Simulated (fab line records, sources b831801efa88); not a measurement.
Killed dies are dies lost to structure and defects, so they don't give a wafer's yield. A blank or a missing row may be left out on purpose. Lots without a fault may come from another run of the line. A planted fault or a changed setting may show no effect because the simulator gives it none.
Chamber matching | flow gf180mcu | GF_V5_ETCH_16 on rie_diel-03: 3 sister chambers
The step etches BARC in N2/H2. 14 wafers are shown with their chamber, then 5 later ones without.

WAFERS WITH THEIR CHAMBER
wafer  | chamber | drypump_motor_current_A (A) | rf_fwd_power_W (W) | oes_product_au (a.u.)
L180.2 | 0       | 5.3                         | 490.4              | 0.866
L180.5 | 0       | 5.3                         | 491.2              | 0.861
L180.6 | 3       | 5.0                         | 496.6              | 0.853
L184.2 | 3       | 5.1                         | 496.7              | 0.852
L184.5 | 2       | 6.3                         | 495.0              | 0.857
L184.6 | 3       | 5.1                         | 495.7              | 0.850
L185.4 | 3       | 5.1                         | 496.7              | 0.847
L185.5 | 0       | 5.3                         | 489.9              | 0.851
L185.6 | 3       | 5.1                         | 495.4              | 0.852
L186.2 | 2       | 6.2                         | 496.4              | 0.853
L186.3 | 3       | 5.1                         | 493.7              | 0.854
L186.4 | 0       | 5.3                         | 495.2              | 0.855
L189.3 | 2       | 6.3                         | 498.3              | 0.852
L189.5 | 2       | 6.3                         | 494.9              | 0.850

SIGNATURES (means of the wafers above)
reading                 | chamber 0 | chamber 2 | chamber 3 | scatter within a chamber
drypump_motor_current_A | 5.300     | 6.275     | 5.083     | 0.0379
rf_fwd_power_W          | 491.675   | 496.150   | 495.800   | 1.7
oes_product_au          | 0.85825   | 0.85300   | 0.85133   | 0.00414
Rule: a wafer's distance from a chamber is the root of the sum, over the readings, of the square of ((its reading less the chamber's mean) divided by the reading's scatter). The wafer belongs to the nearest chamber; if the next one is less than 2 further off, it can't be placed. The scatter: the root of (the sum of the squares of (reading less its chamber's mean) over the shown wafers, divided by (wafers less chambers)).

WAFERS WITHOUT THEIR CHAMBER
wafer  | drypump_motor_current_A (A) | rf_fwd_power_W (W) | oes_product_au (a.u.)
L191.3 | 5.3                         | 491.4              | 0.864
L191.4 | 6.3                         | 496.3              | 0.852
L191.6 | 6.3                         | 494.5              | 0.855
L203.4 | 6.3                         | 497.3              | 0.847
L203.5 | 6.3                         | 499.6              | 0.860

WHICH CHAMBER EACH WENT THROUGH
wafer  | from the rows above | in truth
L191.3 | 0                   | 0
L191.4 | 2                   | 2
L191.6 | 2                   | 2
L203.4 | 2                   | 2
L203.5 | 2                   | 2
Placed correctly: 5 of 5. Can't be placed from these rows: 0. Placed wrongly: 0.
